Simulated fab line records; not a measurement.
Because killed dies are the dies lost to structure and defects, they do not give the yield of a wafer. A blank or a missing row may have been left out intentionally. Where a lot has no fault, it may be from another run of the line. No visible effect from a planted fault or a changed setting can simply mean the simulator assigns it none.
Which tool is to blame?	flow sky130	33 wafers from 11 lots sampled at 2 of the route's 708 steps

## WHAT THE GAUGES SHOWED, per wafer
SKY_LI_CONTACT_THK_MEAS_01.
lot	measured	on	LI_CONTACT_HDPCVD_THK (nm)
L987	day 28 20:11	filmMetro-01	936 926 928
L988	day 29 09:31	filmMetro-04	916 932 922
L990	day 30 04:10	filmMetro-02	918 918 921
L991	day 30 04:23	filmMetro-02	932 930 917
L992	day 30 10:56	filmMetro-01	928 936 923
L994	day 30 22:50	filmMetro-04	917 907 928
L996	day 32 01:39	filmMetro-01	921 924 925
L100	day 33 05:17	filmMetro-04	946 934 913
L101	day 33 11:43	filmMetro-04	936 922 915
L102	day 33 16:26	filmMetro-01	1561 1550 927
L103	day 33 22:17	filmMetro-04	933 1558 1570

## TOOL THAT RAN EACH LOT (tool first, then ch and the chambers of the sampled wafers, then the start)
lot	SKY_LI_CONTACT_HDPCVD_00
L987	hdpcvd-01 ch 1,2, day 28 20:04
L988	hdpcvd-02 ch 0,1, day 29 09:25
L990	hdpcvd-02 ch 0,1,2, day 30 04:04
L991	hdpcvd-01 ch 1,2, day 30 04:17
L992	hdpcvd-02 ch 0,1,2, day 30 10:50
L994	hdpcvd-01 ch 0,1,2, day 30 22:43
L996	hdpcvd-02 ch 0,1,2, day 32 01:32
L100	hdpcvd-01 ch 0,1,2, day 33 05:11
L101	hdpcvd-02 ch 0,1,2, day 33 11:38
L102	hdpcvd-02 ch 1,2, day 33 16:19
L103	hdpcvd-02 ch 0,1, day 33 22:11
- SKY_LI_CONTACT_HDPCVD_00: deposits PSG, target thk 930 nm, time 155 s.

## AS READ BY THE TOOLS THEMSELVES (means over the sampled wafers that have a number; for cases with no such wafer, the mark the record gives instead)
SKY_LI_CONTACT_HDPCVD_00.
lot	tool	pressureMtorr (mTorr)
L987	hdpcvd-01	6.001
L988	hdpcvd-02	5.995
L990	hdpcvd-02	5.985
L991	hdpcvd-01	6.020
L992	hdpcvd-02	5.998
L994	hdpcvd-01	6.005
L996	hdpcvd-02	6.000
L100	hdpcvd-01	6.008
L101	hdpcvd-02	5.994
L102	hdpcvd-02	5.991
L103	hdpcvd-02	5.999

## THE ANSWER, worked out from the rows above alone
Rule: the usual values come from the lots themselves. Put in order of their means at a reading, lots are off if they are a third of the lots or fewer, leave a main group of 4 or more, and stand apart from it by a gap of 3 or more times the standard deviation of the main group's means; of several such gaps the widest counts. A main group is skipped when, at the precision printed for the reading in the tables above, its means are all equal. A lot without any number at a reading at which 4 lots or more have one is off too. All remaining lots with rows at the step are treated as sound. Order of review: gauges by route order, followed by the tools' own readings, for which a lot's mean as printed above is used. The first step at which some lot is off is used, and at that step the reading that is off furthest; a lot without a number counts as furthest.
Off: L102, L103, seen at SKY_LI_CONTACT_THK_MEAS_01 (LI_CONTACT_HDPCVD_THK). Mean 925 nm and standard deviation 4.5 in the main group.
A tool fits if, at a process step before that reading, it ran every lot that is off, and no sound lot after the first of them. Those tools and the gauges at SKY_LI_CONTACT_THK_MEAS_01 are tried in the same way. One candidate fits, namely hdpcvd-02 at SKY_LI_CONTACT_HDPCVD_00. A fault onset in the window from L101 (day 33 11:38, its last sound lot) to L102 (day 33 16:19, its first lot off) fits.

## WHAT THE SIMULATOR HAD PUT IN
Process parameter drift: hdpcvd-02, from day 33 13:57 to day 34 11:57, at SKY_LI_CONTACT_HDPCVD_00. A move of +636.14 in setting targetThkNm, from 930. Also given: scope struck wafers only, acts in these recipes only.
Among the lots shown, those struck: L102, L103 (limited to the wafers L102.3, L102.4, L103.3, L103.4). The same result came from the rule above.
